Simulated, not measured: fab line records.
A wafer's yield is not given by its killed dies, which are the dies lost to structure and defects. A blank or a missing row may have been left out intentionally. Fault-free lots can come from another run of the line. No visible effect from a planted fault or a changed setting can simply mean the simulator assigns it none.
A single fault, viewed from 2 desks    flow sfq-line    each desk holds nothing but its own numbers, with what lay behind them at the end

## METROLOGY DESK
Lot by lot, what the gauges showed, no matter which tool ran the lot: averages of those sampled wafers that carry a number. Any lot whose mean is over 4 standard deviations away from the usual mean is out of limits and marked OUT; that distance is given in the brackets.
Columns: A = J5_OVL at SFQ_JJ_OVL_MEAS_931, usual 2 nm
lot   first seen here  A
L286  day 43 09:04     10
L288  day 43 14:59     -1
L289  day 43 16:11     -2
L290  day 43 17:23     -8
L292  day 51 13:05     -5
L293  day 52 13:36     4
L294  day 52 20:40     10
L296  day 59 07:26     4
L297  day 59 14:38     -0
L303  day 62 17:58     5
L306  day 63 15:30     10
L307  day 63 16:42     3
L308  day 64 03:30     8
L309  day 64 05:54     0
This desk's finding: nothing out of limits on any of the 14 lots.

## DESK OF THE TOOL OWNER: cmp-02
The tool's own readings at SFQ_TRILAYER_I3_CMP_CMP_082 (polishes SiO2): means of the sampled wafers that have a number, for each lot that ran on this tool. Any lot whose mean is over 4 standard deviations away from the usual mean is out of limits and marked OUT; that distance is given in the brackets.
Columns: A = motor-current-A at SFQ_TRILAYER_I3_CMP_CMP_082, usual 10.2 A; B = platen-rpm at SFQ_TRILAYER_I3_CMP_CMP_082, usual 59.99 rpm; C = time-to-endpoint-s at SFQ_TRILAYER_I3_CMP_CMP_082, usual 215 s
lot   first seen here  A     B                C
L288  day 30 15:51     9.7   60.00            218
L289  day 31 01:21     10.0  59.97            213
L293  day 33 15:02     9.7   60.03            219
L294  day 34 05:32     10.3  59.97            217
L296  day 34 17:32     10.1  62.02 (+46) OUT  210
L297  day 35 05:02     9.7   64.01 (+91) OUT  206
L306  day 38 08:40     11.2  59.99            218
This desk's verdict: out of limits on L296, L297, starting with L296 at day 34 17:32 (platen-rpm at SFQ_TRILAYER_I3_CMP_CMP_082). In limits: L288, L289, L293, L294, L306.

## PUT TOGETHER
At day 34 17:32, on L296, L297, the tool owner's desk was in a position to raise an alarm.
Nothing out of limits was seen by the metrology desk.
The metrology desk has L296, L297 on record, within its limits.
Every lot named ran SFQ_TRILAYER_I3_CMP_CMP_082 on cmp-02.

## WHAT THE SIMULATOR HAD INSERTED
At SFQ_TRILAYER_I3_CMP_CMP_082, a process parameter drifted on cmp-02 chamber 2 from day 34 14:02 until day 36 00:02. Setting platen-rpm, moved by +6, from 60. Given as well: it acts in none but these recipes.
Shown lots that were struck: L296, L297.
Time in hours from fault onset to the first out-of-limits reading at each desk: the tool owner's desk, 4.
